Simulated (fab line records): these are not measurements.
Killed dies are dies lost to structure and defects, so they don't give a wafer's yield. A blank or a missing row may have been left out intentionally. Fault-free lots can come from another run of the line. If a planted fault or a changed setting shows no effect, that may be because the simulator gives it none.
Problem report, 8D (eight disciplines) form, completed by code | flow sky130 | the parts of the form that need people (team, actions taken, sign-off) are left out

1. THE ISSUE
Across 4 wafers from 4 lots, METAL2_ALCU_RS at SKY_METAL2_RS_MEAS_05 averages 0.1850 ohm/sq, while fault-free wafers read 0.1269 ohm/sq with a standard deviation of 0.0013. Relative to the usual mean, that is a shift of +45 standard deviations.
The step: measures by four-point-probe.
First observed at day 39 07:40: wafer L564.4, on filmMetro-03. At this step, 27 wafers from 9 lots have a number in the record. By rule, "out" or "out of limits" means more than 4 standard deviations away from the usual mean. All remaining wafers that have a number are taken as sound.

2. WHAT IT IS, AND WHAT IT ISN'T
question                    | is                             | is not
which readings at this step | METAL2_ALCU_RS                 | -
which lots                  | L564, L566, L568, L570         | L553, L555, L565, L572, L574
which wafers of those lots  | L564.4, L566.2, L568.2, L570.4 | L564.2, L564.5, L566.1, L566.3, L568.3, L568.6, L570.1, L570.3
read on which gauges        | filmMetro-03, filmMetro-04     | -
when                        | from day 39 07:40              | up to then (8 sound wafers); but 15 sound wafers of L565, L566, L568, L570, L572, L574 came after

3. WHAT RULES OUT EACH SUSPECT
Counting: a tool at a process step up to the reading stays a suspect if it ran every lot that is out. Sound lots after the first of them don't rule it out here, since some wafers of a struck lot are sound.
- the gauge at SKY_METAL2_RS_MEAS_05 has been ruled out. 2 gauges (filmMetro-03, filmMetro-04) read the wafers that are out.
- pvdSputter-04 at SKY_METAL2_SPUTTER_02 (material AlCu, target thk 250 nm, time 13.3 s): kept. Every lot that is out went through it, the first being L564 (day 39 07:33); the last sound lot it ran before that was L555 (day 36 16:34).
The count leaves pvdSputter-04 at SKY_METAL2_SPUTTER_02.

4. THE CAUSE (what the simulator had put in)
Site profile drift: pvdSputter-04, from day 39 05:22 on, at SKY_METAL2_SPUTTER_02. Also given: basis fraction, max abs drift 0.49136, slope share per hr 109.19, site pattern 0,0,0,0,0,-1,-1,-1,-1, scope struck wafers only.
Only this tool survived the counting.

5. THE CHAIN OF EFFECTS, in route order
Each row: a reading whose mean over the struck wafers that have a number lies more than 3 standard deviations from the usual. Scope: only readings with a usual standard deviation given in the record; hours: median across lots of the time from each lot's start at the first step in this table that gives one to its start at this step; sigmas: change in usual standard deviations.
hours | step                     | reading         | usual         | on struck wafers | change  | sigmas
0     | SKY_METAL2_RS_MEAS_05    | METAL2_ALCU_RS  | 0.1269 ohm/sq | 0.1850           | +0.0580 | +45
3     | SKY_METAL2_THK_MEAS_06   | METAL2_ALCU_THK | 253.2 nm      | 197.8            | -55.4   | -20
26    | SKY_METAL2_METAL_ETCH_19 | oesProductAu    | 0.856 a.u.    | 0.780            | -0.076  | -13
The process steps in it:
- SKY_METAL2_METAL_ETCH_19: etches the open film in Cl2/BCl3, stops on SiO2, target depth 360 nm, time 78 s.

6. WHAT WOULD HAVE CAUGHT IT SOONER
Counted from the fault's start at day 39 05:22, it took 2 hours until the first out-of-limits reading at a measuring or inspecting step in this record, taken at day 39 07:40.
No tool reading at SKY_METAL2_SPUTTER_02 that has a usual standard deviation in the record was out on any struck wafer, so an alarm limit of 4 standard deviations on those readings would not have fired.
L566, L568, L570, from the lots that are out (4), started SKY_METAL2_SPUTTER_02 on pvdSputter-04 later than day 39 07:40. A hold on the tool at that time would have spared those 3.
